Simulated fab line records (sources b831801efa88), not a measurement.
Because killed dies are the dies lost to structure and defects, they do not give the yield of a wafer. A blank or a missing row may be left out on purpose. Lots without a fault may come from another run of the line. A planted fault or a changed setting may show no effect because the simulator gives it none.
fab line records    flow sky130
record: lots: 11  wafers: 33  last-day: 50
route steps=708 shown NWELL@77 POLY_CUT@319 SD_P@328 SD_N@353 PAD_OPEN@708
lots with no fault: from the same line, run without faults
start-h: hours from the record's first day to the start of the lot's first wafer shown    wait-h: hours from the lot's prior step to this one    " as in the row above    L1.1+2: one row covering several wafers at once    - no value, or no start was given    * or withheld: withheld    < > ~ a bound
route shown NAME@n: a module of which the file shows steps, and the number in the route of the first    usual: the fault-free wafers' mean and standard deviation    same: alike in all rows    chamber/n: place in a boat    sites: each site's reading    _std_site: their standard deviation    _edge_site: mean of outer sites minus mean of inner sites    radius-mm: for every site, how far away it sits from the centre of the wafer    mask NAME#n: copy n    behind: the most recent tool/chamber to have shaped the wafer    hold: what put the lot on hold/how long, in hours/how the hold closed    device: whichever transistor did not switch (one of n, p or np)    end of line: the same wafers' tests at the end of the route    step lacking rows: just its recipe    killed: dies lost to structure and defects at the first sort, not the wafer's yield    map: shows each die of a wafer: x if killed, . if not, _ if none is there
set.NAME: the setting the step ran with; set.NAME@STEP: the setting that earlier step ran with    model.NAME: the simulator's own value behind a step, which no gauge read
route steps across a sampled set of lots; one table per step, one row per wafer
services: from which hour (start-h, from the record's first day; less than 0 if before it) a tool's chamber was out of use, for how many hours, and why
== steps ==
step: SKY_NWELL_IMPLANT_24
recipe: species: B  energy-kev: 140  dose-cm2: 9.2e+12  tilt-deg: withheld
usual: beam-energy-keV: 140.00/0.049  beam-on-s: 10.02/0.2  dose-ions-cm2: 9.198e+12/1e+10  end-station-pressure-torr: 5.04e-06/2.6e-07  faraday-current-uA: 51.8/1
same: implant-ion-amu: 11
lot.wafer  tool          chamber  start-h  wait-h  beam-energy-keV  beam-on-s  dose-ions-cm2  end-station-pressure-torr  faraday-current-uA
L203.2     implanter-01  0        103.07   0.0     139.89           10.02      9.202e+12      4.85e-06                   51.7
L203.3     "             0        "        "       139.98           9.55       9.2e+12        5e-06                      54.2
L203.4     "             0        "        "       140.00           9.97       9.191e+12      5.16e-06                   52.1
L204.3     implanter-01  0        110.06   0.1     140.03           10.11      9.208e+12      5.12e-06                   51.1
L204.5     "             0        "        "       140.05           9.54       9.191e+12      4.77e-06                   54.0
L204.6     "             0        "        "       140.02           10.00      9.193e+12      5.08e-06                   51.6
L207.1     implanter-04  0        126.30   0.0     140.03           9.73       9.19e+12       5.03e-06                   53.6
L207.2     "             0        "        "       140.03           10.20      9.199e+12      4.91e-06                   51.0
L207.6     "             0        "        "       140.04           9.79       9.2e+12        5.05e-06                   53.0
L208.1     implanter-04  0        129.79   0.0     140.05           9.90       9.196e+12      5.1e-06                    52.3
L208.4     "             0        "        "       140.03           10.06      9.2e+12        4.8e-06                    51.6
L208.6     "             0        "        "       140.04           10.40      9.206e+12      4.93e-06                   49.6
L211.1     implanter-04  0        168.55   0.0     140.04           10.05      9.187e+12      4.99e-06                   51.5
L211.4     "             0        "        "       139.99           9.84       9.197e+12      5.09e-06                   52.7
L211.5     "             0        "        "       139.92           9.85       9.198e+12      5.22e-06                   52.5
L213.2     implanter-03  0        179.52   0.0     139.99           9.89       9.204e+12      4.66e-06                   52.4
L213.5     "             0        "        "       140.06           10.08      9.193e+12      4.8e-06                    51.5
L213.6     "             0        "        "       140.02           9.80       9.202e+12      5.48e-06                   52.7
L215.1     implanter-04  0        180.73   0.0     139.99           9.90       9.193e+12      5.36e-06                   52.6
L215.3     "             0        "        "       140.02           9.98       9.192e+12      4.85e-06                   52.0
L215.4     "             0        "        "       140.00           9.75       9.192e+12      4.38e-06                   53.0
L217.3     implanter-01  0        198.15   0.1     140.07           9.56       9.213e+12      5.49e-06                   54.1
L217.5     "             0        "        "       140.08           10.09      9.211e+12      4.96e-06                   51.3
L217.6     "             0        "        "       140.09           9.86       9.208e+12      4.58e-06                   52.6
L221.4     implanter-01  0        218.98   0.1     139.95           10.18      9.21e+12       5.46e-06                   50.6
L221.5     "             0        "        "       140.00           9.92       9.197e+12      5.06e-06                   52.3
L221.6     "             0        "        "       140.03           10.26      9.195e+12      5.08e-06                   50.7
L224.1     implanter-01  0        231.75   0.0     139.97           8.90       9.199e+12      5.32e-06                   58.2
L224.2     "             0        "        "       139.98           8.51       9.196e+12      4.93e-06                   60.9
L224.5     "             0        "        "       139.99           8.71       9.193e+12      4.89e-06                   59.6
L225.1     implanter-01  0        241.35   0.0     139.97           8.72       9.194e+12      5.15e-06                   59.6
L225.3     "             0        "        "       139.95           8.21       9.196e+12      5.09e-06                   63.0
L225.4     "             0        "        "       140.01           8.90       9.204e+12      5.09e-06                   58.1
step: SKY_NWELL_TW_MEAS_26
usual: NWELL_2_TW: 495/3.5
lot.wafer  tool           chamber  start-h  wait-h  NWELL_2_TW
L203.2     film-metro-04  -        103.31   0.1     497
L203.3     "              -        "        "       497
L203.4     "              -        "        "       498
L204.3     film-metro-04  -        110.28   0.1     498
L204.5     "              -        "        "       498
L204.6     "              -        "        "       503
L207.1     film-metro-02  -        126.55   0.1     492
L207.2     "              -        "        "       492
L207.6     "              -        "        "       493
L208.1     film-metro-04  -        130.04   0.1     491
L208.4     "              -        "        "       492
L208.6     "              -        "        "       493
L211.1     film-metro-02  -        168.80   0.1     492
L211.4     "              -        "        "       490
L211.5     "              -        "        "       492
L213.2     film-metro-02  -        179.76   0.1     493
L213.5     "              -        "        "       492
L213.6     "              -        "        "       491
L215.1     film-metro-04  -        180.98   0.1     495
L215.3     "              -        "        "       492
L215.4     "              -        "        "       495
L217.3     film-metro-04  -        198.37   0.1     503
L217.5     "              -        "        "       499
L217.6     "              -        "        "       500
L221.4     film-metro-01  -        219.18   0.1     500
L221.5     "              -        "        "       499
L221.6     "              -        "        "       502
L224.1     film-metro-04  -        232.00   0.1     473
L224.2     "              -        "        "       475
L224.5     "              -        "        "       474
L225.1     film-metro-04  -        241.60   0.1     475
L225.3     "              -        "        "       476
L225.4     "              -        "        "       475
step: SKY_POLY_CUT_STRIP_12
recipe: chemistry: O2/N2  power-w: 1400  pressure-mtorr: 1500  platen-temp-c: withheld  o2-flow-sccm: 3000  n2-flow-sccm: 300  overash-fraction: 0.5
usual: drypump-motor-current-A: 5.4/0.48  o2-flow-sccm: 2999/8.2  oes-product-au: 0.452/0.0044  strip-time-to-endpoint-s: 5.359/0.017
lot.wafer  tool             chamber  start-h  wait-h  drypump-motor-current-A  o2-flow-sccm  oes-product-au  rf-hours-counter-h  strip-time-to-endpoint-s
L203.2     plasma-asher-04  0        550.05   0.0     6.2                      3012          0.447           89                  5.366
L203.3     "                0        "        "       6.3                      3011          0.455           -                   5.360
L203.4     "                1        "        "       5.0                      2998          0.456           -                   5.348
L204.3     plasma-asher-04  1        568.49   0.1     5.0                      2998          0.449           -                   5.351
L204.5     "                1        "        "       5.0                      3010          0.450           -                   5.373
L204.6     "                0        "        "       6.2                      2992          0.458           -                   5.350
L207.1     plasma-asher-03  0        584.69   0.0     5.0                      3013          0.450           73                  5.350
L207.2     "                1        "        "       5.4                      2994          0.459           73                  5.375
L207.6     "                1        "        "       5.4                      3001          0.452           -                   5.355
L208.1     plasma-asher-04  1        593.34   0.0     5.0                      3005          0.457           93                  5.369
L208.4     "                1        "        "       5.0                      2995          0.458           -                   5.368
L208.6     "                0        "        "       6.3                      2996          0.453           -                   5.387
L211.1     plasma-asher-03  0        651.20   0.0     5.0                      2998          0.457           81                  5.361
L211.4     "                0        "        "       5.0                      2996          0.447           -                   5.380
L211.5     "                1        "        "       5.4                      2997          0.450           -                   5.373
L213.2     plasma-asher-04  1        664.75   0.0     5.0                      2998          0.454           102                 5.349
L213.5     "                1        "        "       5.0                      2999          0.456           -                   5.354
L213.6     "                0        "        "       6.2                      3027          0.456           -                   5.376
L215.1     plasma-asher-04  1        668.74   0.0     5.0                      2992          0.450           103                 5.321
L215.3     "                0        "        "       6.2                      3010          0.451           -                   5.339
L215.4     "                1        "        "       5.0                      2990          0.449           -                   5.340
L217.3     plasma-asher-03  0        681.68   0.1     5.0                      3001          0.450           -                   5.321
L217.5     "                0        "        "       5.0                      3000          0.454           -                   5.351
L217.6     "                1        "        "       5.4                      3003          0.456           -                   5.358
L221.4     plasma-asher-04  0        713.04   0.1     6.2                      3002          0.449           -                   5.399
L221.5     "                0        "        "       6.3                      2995          0.446           -                   5.380
L221.6     "                1        "        "       5.0                      3000          0.448           -                   5.374
L224.1     plasma-asher-03  0        728.59   0.0     5.0                      3001          0.455           89                  5.332
L224.2     "                1        "        "       5.3                      3005          0.444           89                  5.377
L224.5     "                1        "        "       5.4                      2993          0.451           -                   5.369
L225.1     plasma-asher-01  1        738.75   0.0     5.7                      2993          0.461           51                  5.347
L225.3     "                1        "        "       5.7                      3002          0.443           -                   5.359
L225.4     "                0        "        "       5.4                      3006          0.457           -                   5.336
step: SKY_SD_P_OVL_MEAS_08
usual: SD_P_OVL: -0.8/1.4
lot.wafer  tool        chamber  start-h  wait-h  SD_P_OVL[nm]
L203.2     overlay-02  -        579.56   0.1     -1.3
L203.3     "           -        "        "       2.8
L203.4     "           -        "        "       -0.5
L204.3     overlay-01  -        597.32   0.1     0.7
L204.5     "           -        "        "       -1.9
L204.6     "           -        "        "       -1.5
L207.1     overlay-01  -        614.33   0.1     0.2
L207.2     "           -        "        "       -1.3
L207.6     "           -        "        "       1.3
L208.1     overlay-02  -        622.62   0.1     -0.7
L208.4     "           -        "        "       -0.8
L208.6     "           -        "        "       0.6
L211.1     overlay-01  -        679.12   0.1     -1.3
L211.4     "           -        "        "       -2.0
L211.5     "           -        "        "       -0.8
L213.2     overlay-02  -        692.06   0.1     0.4
L213.5     "           -        "        "       -0.7
L213.6     "           -        "        "       -1.0
L215.1     overlay-02  -        695.92   0.1     0.0
L215.3     "           -        "        "       -2.2
L215.4     "           -        "        "       -2.7
L217.3     overlay-02  -        709.52   0.1     -1.6
L217.5     "           -        "        "       -1.4
L217.6     "           -        "        "       -1.1
L221.4     overlay-01  -        740.20   0.1     -0.9
L221.5     "           -        "        "       -0.5
L221.6     "           -        "        "       -1.9
L224.1     overlay-02  -        756.22   0.1     1.4
L224.2     "           -        "        "       -1.4
L224.5     "           -        "        "       0.2
L225.1     overlay-01  -        766.01   0.1     -2.3
L225.3     "           -        "        "       -2.1
L225.4     "           -        "        "       -2.7
step: SKY_SD_N_STRIP_11
recipe: chemistry: O2/N2  power-w: 1400  pressure-mtorr: 1500  platen-temp-c: withheld  o2-flow-sccm: 3000  n2-flow-sccm: 300  overash-fraction: 0.5
usual: drypump-motor-current-A: 5.6/0.41  o2-flow-sccm: 3001/8.2  oes-product-au: 0.527/0.0043  strip-time-to-endpoint-s: 22.57/0.043
lot.wafer  tool             chamber  start-h  wait-h  drypump-motor-current-A  o2-flow-sccm  oes-product-au  rf-hours-counter-h  strip-time-to-endpoint-s
L203.2     plasma-asher-04  0        638.40   0.1     6.2                      3011          0.526           98                  22.59
L203.3     "                1        "        "       5.0                      3013          0.530           -                   22.60
L203.4     "                0        "        "       6.3                      3006          0.528           -                   22.56
L204.3     plasma-asher-02  1        656.39   0.1     5.4                      3006          0.526           -                   22.61
L204.5     "                1        "        "       5.4                      3008          0.525           -                   22.59
L204.6     "                0        "        "       5.7                      2995          0.523           -                   22.63
L207.1     plasma-asher-02  1        672.49   0.1     5.4                      3000          0.531           28                  22.64
L207.2     "                0        "        "       5.7                      3005          0.539           28                  22.65
L207.6     "                0        "        "       5.7                      2994          0.515           -                   22.61
L208.1     plasma-asher-04  0        679.75   0.1     6.3                      2996          0.524           105                 22.64
L208.4     "                1        "        "       5.0                      3022          0.531           -                   22.63
L208.6     "                0        "        "       6.3                      3000          0.534           -                   22.64
L211.1     plasma-asher-02  0        735.00   0.1     5.7                      3002          0.529           36                  22.56
L211.4     "                0        "        "       5.7                      2995          0.530           -                   22.57
L211.5     "                1        "        "       5.4                      2998          0.538           -                   22.53
L213.2     plasma-asher-01  0        746.62   0.1     5.3                      3002          0.526           52                  22.54
L213.5     "                1        "        "       5.7                      3002          0.529           -                   22.61
L213.6     "                0        "        "       5.3                      2988          0.532           -                   22.61
L215.1     plasma-asher-01  1        750.42   0.1     5.7                      2993          0.528           52                  22.56
L215.3     "                0        "        "       5.4                      3011          0.527           -                   22.56
L215.4     "                1        "        "       5.7                      2993          0.524           -                   22.54
L217.3     plasma-asher-04  1        763.76   0.1     5.0                      3000          0.527           -                   22.56
L217.5     "                0        "        "       6.3                      3001          0.525           -                   22.57
L217.6     "                1        "        "       5.0                      2994          0.529           -                   22.58
L221.4     plasma-asher-01  0        795.21   0.1     5.4                      3012          0.528           -                   22.51
L221.5     "                0        "        "       5.3                      3012          0.525           -                   22.52
L221.6     "                1        "        "       5.7                      3002          0.529           -                   22.54
L224.1     plasma-asher-04  0        810.04   0.1     6.2                      2996          0.524           6                   22.59
L224.2     "                1        "        "       5.0                      2999          0.529           6                   22.55
L224.5     "                1        "        "       5.0                      3016          0.529           -                   22.59
L225.1     plasma-asher-04  1        819.50   0.1     5.0                      2999          0.526           7                   22.56
L225.3     "                1        "        "       5.0                      2985          0.530           -                   22.52
L225.4     "                0        "        "       6.2                      3006          0.526           -                   22.55
step: SKY_PAD_OPEN_PROBE_99
usual: killed_at_M0_to_M3: 44/6.4  killed_at_M4_up: 3.6/2.1  killed-at-contacts: 23/5.1  killed-at-front-end: 15/4.3  killed-at-other: 0.3/0.56  killed-dies: 86/9  killed-on-rim: 17/3.3  killed-open: 47/6.4  killed-short: 39/5.8
same: gross-dies: 492  killed-at-back-side: 0
lot.wafer  tool       chamber  start-h  wait-h  killed_at_M0_to_M3  killed_at_M4_up  killed-at-contacts  killed-at-front-end  killed-at-other  killed-dies  killed-on-rim  killed-open  killed-short
L215.1     prober-02  -        1140.83  0.1     40                  8                29                  13                   0                90           20             42           48
L215.3     prober-02  -        1140.93  0.2     37                  6                24                  12                   0                79           16             43           36
L215.4     prober-02  -        1140.98  0.2     47                  3                24                  14                   0                88           16             47           41
killed by level:class
L215.1 LI_CONTACT:geometric-particle:open=13 VIA3:geometric-particle:open=8 CONTACT:geometric-particle:open=7 POLY_GATE:geometric-particle:short=6 CONTACT:geometric-particle:short=6 METAL1:geometric-particle:short=6 FIELD_ISO:geometric-particle:short=5 VIA1:geometric-particle:short=5
L215.3 CONTACT:geometric-particle:open=14 CONTACT:geometric-particle:short=6 VIA2:geometric-particle:open=6 VIA1:geometric-particle:short=6 POLY_GATE:geometric-particle:open=5 VIA1:geometric-particle:open=5 FIELD_ISO:geometric-particle:short=4 VIA3:geometric-particle:short=4
L215.4 CONTACT:geometric-particle:open=10 VIA1:geometric-particle:open=10 METAL2:geometric-particle:short=9 VIA3:geometric-particle:open=8 VIA2:geometric-particle:open=6 CONTACT:geometric-particle:short=5 LI_CONTACT:geometric-particle:short=4 FIELD_ISO:geometric-particle:open=3
== services ==
tool             chamber  start-h  hours  kind
implanter-01     -        79.84    3.5    repair
plasma-asher-04  -        80.81    2.8    pm
implanter-01     -        84.27    2.6    repair
plasma-asher-04  -        88.59    0.4    repair
plasma-asher-01  -        108.75   9.0    pm
plasma-asher-01  -        114.63   3.8    repair
implanter-01     -        206.75   9.3    repair
plasma-asher-01  -        239.68   2.9    repair
implanter-04     -        243.87   3.4    pm
implanter-04     -        279.31   18.6   repair
implanter-01     -        289.88   0.6    repair
plasma-asher-01  -        311.28   14.6   pm
implanter-01     -        316.00   4.8    pm
implanter-04     -        410.25   4.6    pm
implanter-01     -        451.53   1.7    pm
plasma-asher-03  -        487.27   28.1   pm
plasma-asher-01  -        604.29   109.0  repair
plasma-asher-03  -        649.88   0.6    repair
plasma-asher-03  -        660.56   17.7   repair
plasma-asher-01  -        713.29   2.8    pm
plasma-asher-04  -        717.74   28.1   pm
implanter-01     -        730.21   2.8    repair
plasma-asher-04  -        745.84   9.0    pm
implanter-01     -        805.00   7.8    pm
== key ==
first-sign: step: SKY_NWELL_IMPLANT_24  reading: faraday-current-uA  direction: up  sigmas: 7.8  usual: 51.8  struck: 59.9
effect: step: SKY_NWELL_IMPLANT_24  reading: beam-on-s  direction: down  sigmas: 6.7  usual: 10.02  struck: 8.66
effect: step: SKY_NWELL_TW_MEAS_26  reading: NWELL_2_TW  direction: down  sigmas: 6  usual: 495  struck: 474
met-at SKY_NWELL_IMPLANT_24
struck-lots L224,L225
tester-left-out L224,L225
not-acting-at SKY_POLY_CUT_STRIP_12,SKY_SD_P_OVL_MEAS_08,SKY_SD_N_STRIP_11
onset-between 218.98 231.75
fault: kind: process-parameter-drift  tool: implanter-01  chamber: -  onset-h: 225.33  steps: SKY_NWELL_IMPLANT_24  channel: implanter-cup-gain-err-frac  offset: 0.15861  shape: step  end-h: 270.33
tester-left-out: of these lots the tester's yield and bins aren't shown, on N5 and GAA mostly nor the transistor test; their killed dies are dies lost to structure and defects alone, not to doping, threshold or leakage, so they don't give the yield
